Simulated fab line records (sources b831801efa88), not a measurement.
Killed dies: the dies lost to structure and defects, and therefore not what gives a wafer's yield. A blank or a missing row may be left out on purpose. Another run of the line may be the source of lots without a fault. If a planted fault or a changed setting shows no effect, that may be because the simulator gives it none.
Matching of chambers + flow gf180mcu + GF_SAB_CVD_00 on pecvd-01: 3 sister chambers
The step deposits SiO2 from TEOS, target thk 50 nm, time 4.9302 s. 3 wafers are shown with their chamber, then 7 later ones without.

WAFERS WITH THEIR CHAMBER
| wafer  | chamber | heater power w (W) |
|--------|---------|--------------------|
| L367.4 | 0       | 432                |
| L375.2 | 1       | 629                |
| L375.3 | 2       | 658                |

WAFERS WHOSE CHAMBER IS MISSING
| wafer  | heater power w (W) |
|--------|--------------------|
| L375.6 | 458                |
| L376.4 | 460                |
| L376.6 | 567                |
| L377.1 | 656                |
| L377.6 | 597                |
| L379.3 | 614                |
| L379.6 | 556                |

WHICH CHAMBER EACH WENT THROUGH
| wafer  | from the rows above          | in truth |
|--------|------------------------------|----------|
| L375.6 | 0                            | 0        |
| L376.4 | 0                            | 0        |
| L376.6 | can't be placed: 1 or 2 or 0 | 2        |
| L377.1 | can't be placed: 2 or 1      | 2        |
| L377.6 | can't be placed: 1 or 2      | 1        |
| L379.3 | can't be placed: 1 or 2      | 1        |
| L379.6 | can't be placed: 1 or 2 or 0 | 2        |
Placed correctly: 2 of 7. Cannot be placed on the basis of these rows: 5; the candidates contain the true chamber in 5. Wrongly placed: 0.
How it was worked out, from the rows above alone: a wafer's distance from a chamber is the root of the sum, over the readings, of the square of ((its reading less the chamber's mean) divided by the reading's scatter). If the next closest chamber is less than 2 further off than the closest, the wafer can't be placed; otherwise it belongs to the closest. For every chamber, the mean is computed from those of its wafers that are shown. The scatter: root of mean squared gap, hidden wafer to nearest shown wafer, with one shown wafer a chamber.
